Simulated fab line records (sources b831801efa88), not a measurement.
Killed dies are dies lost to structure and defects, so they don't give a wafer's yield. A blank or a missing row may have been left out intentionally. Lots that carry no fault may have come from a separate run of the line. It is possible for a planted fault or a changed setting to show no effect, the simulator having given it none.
Which tool did it? ; flow sky130 ; 24 lots, 72 wafers sampled, at 4 steps of a route of 708

WHAT THE GAUGES READ, wafer by wafer
SKY_POLY_GATE_OVL_MEAS_14. Usual: POLY_GATE_OVL typically reads -1 nm, with standard deviation 4.6.
lot;measured;on;POLY_GATE_OVL (nm);flag
L074;day 16 04:44;overlay-02;1 1 1;
L075;day 17 10:32;overlay-01;-4 0 0;
L076;day 17 12:29;overlay-02;-4 -2 4;
L077;day 17 16:38;overlay-01;4 -2 2;
L079;day 17 18:50;overlay-01;2 -6 1;
L078;day 17 22:56;overlay-01;1 -1 -1;
L080;day 18 09:08;overlay-01;-1 -3 2;
L081;day 19 01:17;overlay-01;-5 0 -3;
L082;day 19 12:56;overlay-02;8 3 10;
L084;day 19 19:21;overlay-02;6 0 -2;
L083;day 19 19:32;overlay-01;7 1 -2;
L085;day 20 02:11;overlay-02;12 2 6;
L086;day 20 19:15;overlay-01;-6 -7 -2;
L087;day 21 04:00;overlay-02;-10 -6 -1;
L088;day 21 10:35;overlay-02;-7 -9 -4;
L089;day 21 20:53;overlay-01;0 -3 -4;
L090;day 22 09:35;overlay-01;-4 -2 -2;
L091;day 22 17:18;overlay-02;7 2 -1;
L092;day 22 20:35;overlay-02;-7 -2 4;
L093;day 23 11:11;overlay-01;4 0 4;
L094;day 24 02:44;overlay-01;1 2 4;
L095;day 24 23:11;overlay-02;-14 -4 -8;
L097;day 25 17:50;overlay-01;-10 -5 -8;
L096;day 25 21:20;overlay-02;5 -6 -3;

SKY_CAPM_OVL_MEAS_12. Usual: CAPM_OVL typically reads 1.0 nm, with standard deviation 1.3.
lot;measured;on;CAPM_OVL (nm);flag
L074;day 37 06:49;overlay-01;-0.9 -1.9 -1.1;
L075;day 38 13:28;overlay-02;2.0 0.6 3.5;
L076;day 38 14:58;overlay-01;0.4 0.2 -0.5;
L077;day 38 15:16;overlay-01;-0.7 0.4 1.2;
L079;day 38 16:14;overlay-01;0.2 -1.3 -0.6;
L078;day 38 20:24;overlay-01;1.2 1.5 1.1;
L080;day 39 04:13;overlay-02;0.3 0.9 0.3;
L081;day 39 16:37;overlay-01;0.1 -0.3 0.1;
L082;day 40 02:43;overlay-02;-0.1 -0.5 0.2;
L084;day 40 04:59;overlay-02;2.3 2.9 -0.1;
L083;day 40 09:22;overlay-01;0.9 1.0 -0.9;
L085;day 40 10:25;overlay-02;2.4 1.1 2.5;
L086;day 41 03:28;overlay-01;-0.1 0.5 -2.5;
L087;day 41 10:22;overlay-02;3.1 2.8 0.8;
L088;day 41 11:55;overlay-01;0.5 1.3 0.7;
L089;day 41 20:25;overlay-01;1.6 1.9 0.3;
L090;day 42 06:43;overlay-02;2.8 2.1 2.3;
L091;day 42 09:47;overlay-02;0.1 0.5 1.6;
L092;day 42 13:25;overlay-02;3.9 1.4 0.9;
L093;day 43 07:46;overlay-01;1.9 2.3 3.2;
L094;day 43 14:10;overlay-01;1.9 2.6 2.6;
L095;day 44 06:16;overlay-01;1.2 -0.4 2.6;
L097;day 45 04:34;overlay-02;0.5 1.3 1.5;
L096;day 45 05:43;overlay-02;0.1 0.8 1.2;

TOOL THAT RAN EACH LOT (tool first, then ch and the chambers of the sampled wafers, then the start)
lot;SKY_CONTACT_ETCH_18;SKY_METAL2_DESCUM_17
L074;rie diel-02 ch 1,2,3, day 34 22:46 or earlier;rie metal-02 ch 0, day 34 22:46
L075;rie diel-01 ch 0,2, day 36 07:16 or earlier;rie metal-02 ch 1, day 36 07:16
L076;rie diel-02 ch 2,3, day 36 08:25 or earlier;rie metal-04 ch 0,1, day 36 08:25
L077;rie diel-01 ch 0,2, day 36 08:29 or earlier;rie metal-02 ch 0,1, day 36 08:29
L079;rie diel-01 ch 0,2, day 36 09:47 or earlier;rie metal-04 ch 0,1, day 36 09:47
L078;rie diel-02 ch 0,1, day 36 14:13 or earlier;rie metal-04 ch 1, day 36 14:13
L080;rie diel-01 ch 1,2,3, day 36 22:38 or earlier;rie metal-04 ch 0, day 36 22:38
L081;rie diel-02 ch 1,3, day 37 11:43 or earlier;rie metal-03 ch 0,1, day 37 11:43
L082;rie diel-02 ch 0,1,3, day 37 21:41 or earlier;rie metal-03 ch 0,1, day 37 21:41
L084;rie diel-03 ch 0,1, day 38 00:26 or earlier;rie metal-03 ch 0,1, day 38 00:26
L083;rie diel-02 ch 0,1, day 38 04:22 or earlier;rie metal-03 ch 0,1, day 38 04:22
L085;rie diel-01 ch 0,2,3, day 38 06:17 or earlier;rie metal-04 ch 0,1, day 38 06:17
L086;rie diel-03 ch 0,2, day 38 22:11 or earlier;rie metal-04 ch 1, day 38 22:11
L087;rie diel-03 ch 1,2, day 39 07:56 or earlier;rie metal-03 ch 0,1, day 39 07:56
L088;rie diel-01 ch 0,2, day 39 10:29 or earlier;rie metal-04 ch 0,1, day 39 10:29
L089;rie diel-03 ch 1,3, day 39 18:04 or earlier;rie metal-03 ch 0,1, day 39 18:04
L090;rie diel-01 ch 0,1,3, day 40 04:02 or earlier;rie metal-03 ch 0,1, day 40 04:02
L091;rie diel-01 ch 0,1,2, day 40 06:44 or earlier;rie metal-03 ch 0,1, day 40 06:44
L092;rie diel-02 ch 0,1, day 40 11:59 or earlier;rie metal-03 ch 0,1, day 40 11:59
L093;rie diel-01 ch 1,2,3, day 41 01:34 or earlier;rie metal-03 ch 0,1, day 41 01:34
L094;rie diel-03 ch 1,2,3, day 41 12:52 or earlier;rie metal-04 ch 0, day 41 12:52
L095;rie diel-01 ch 1,3, day 42 05:31 or earlier;rie metal-03 ch 0,1, day 42 05:31
L097;rie diel-01 ch 0,2,3, day 43 06:05 or earlier;rie metal-04 ch 0,1, day 43 06:05
L096;rie diel-03 ch 0,1,2, day 43 06:26 or earlier;rie metal-03 ch 0,1, day 43 06:26
- SKY_CONTACT_ETCH_18: etches Si3N4 in CHF3/O2, stops on TiN, time 39 s, target depth 75 nm.
- SKY_METAL2_DESCUM_17: chemistry O2, time 8 s.

WHAT THE TOOLS THEMSELVES READ (means of the sampled wafers that have a number; where no wafer has one, the mark that the record gives instead)
SKY_CONTACT_ETCH_18. Usual: O2_flow_sccm 5.003 sccm, standard deviation 0.014; drypump motor current A 5.6 A, standard deviation 0.45; oes product au 0.854 a.u., standard deviation 0.0068; throttle valve pct 8.792 %, standard deviation 0.0091.
lot;tool;O2_flow_sccm (sccm);drypump motor current A (A);oes product au (a.u.);throttle valve pct (%);flag
L074;rie diel-02;4.990;5.8;0.852;8.792;
L075;rie diel-01;4.998;5.8;0.851;8.801;
L076;rie diel-02;5.010;5.7;0.857;8.800;
L077;rie diel-01;5.005;5.8;0.853;8.801;
L079;rie diel-01;5.002;5.2;0.858;8.811;
L078;rie diel-02;4.997;5.9;0.860;8.785;
L080;rie diel-01;4.997;5.3;0.851;8.786;
L081;rie diel-02;5.000;5.8;0.851;8.790;
L082;rie diel-02;5.009;5.8;0.845;8.786;
L084;rie diel-03;5.003;5.4;0.853;8.789;
L083;rie diel-02;5.012;5.9;0.851;8.791;
L085;rie diel-01;4.998;5.6;0.851;8.777;
L086;rie diel-03;5.020;5.6;0.854;8.788;
L087;rie diel-03;5.011;5.5;0.856;8.798;
L088;rie diel-01;5.016;5.2;0.860;8.786;
L089;rie diel-03;4.994;5.1;0.851;8.797;
L090;rie diel-01;5.007;5.8;0.848;8.794;
L091;rie diel-01;4.996;5.4;0.859;8.796;
L092;rie diel-02;4.988;5.9;0.854;8.786;
L093;rie diel-01;5.013;5.3;0.850;8.792;
L094;rie diel-03;5.009;5.3;0.851;8.798;
L095;rie diel-01;5.001;5.5;0.851;8.792;
L097;rie diel-01;5.003;5.7;0.851;8.797;
L096;rie diel-03;4.994;5.4;0.858;8.791;

SKY_METAL2_DESCUM_17. Usual: drypump motor current A 6.03 A, standard deviation 0.3; oes product au 1.000 a.u., standard deviation 0.01; temp c 40.00 C, standard deviation 0.12.
lot;tool;drypump motor current A (A);oes product au (a.u.);temp c (C);flag
L074;rie metal-02;6.26;1.015;39.96;
L075;rie metal-02;5.30;1.002;39.89;
L076;rie metal-04;5.90;0.987;39.98;
L077;rie metal-02;5.63;1.003;40.12;
L079;rie metal-04;5.83;0.990;40.00;
L078;rie metal-04;5.74;0.992;40.12;
L080;rie metal-04;6.00;0.993;40.01;
L081;rie metal-03;6.26;1.002;40.01;
L082;rie metal-03;6.09;0.996;40.00;
L084;rie metal-03;6.24;1.005;39.99;
L083;rie metal-03;6.08;1.008;39.97;
L085;rie metal-04;5.91;0.987;40.08;
L086;rie metal-04;5.74;0.991;39.91;
L087;rie metal-03;6.06;1.003;39.92;
L088;rie metal-04;5.90;0.988;40.00;
L089;rie metal-03;6.10;1.014;40.06;
L090;rie metal-03;6.06;1.009;39.93;
L091;rie metal-03;6.06;1.015;39.94;
L092;rie metal-03;6.25;0.999;40.02;
L093;rie metal-03;6.25;1.005;39.94;
L094;rie metal-04;6.01;0.994;39.95;
L095;rie metal-03;6.26;1.010;39.99;
L097;rie metal-04;5.90;0.987;39.93;
L096;rie metal-03;6.26;1.002;40.08;

THE ANSWER, worked out from the rows above alone
Rule: lot off if the mean of its wafers having a number is beyond 3 standard deviations from the usual mean. A lot without any number at a reading at which 4 lots or more have one is off too. Any other lot the step has rows for is counted as sound. After the gauges, taken in route order, come the tools' own readings; for these a lot's mean is taken, as printed above. At the first step where some lot is off, the reading lying furthest off is the one used; lots without a number count as furthest.
No lot is off at any reading shown: from this, nothing can be told.

WHAT HAD BEEN PUT IN BY THE SIMULATOR
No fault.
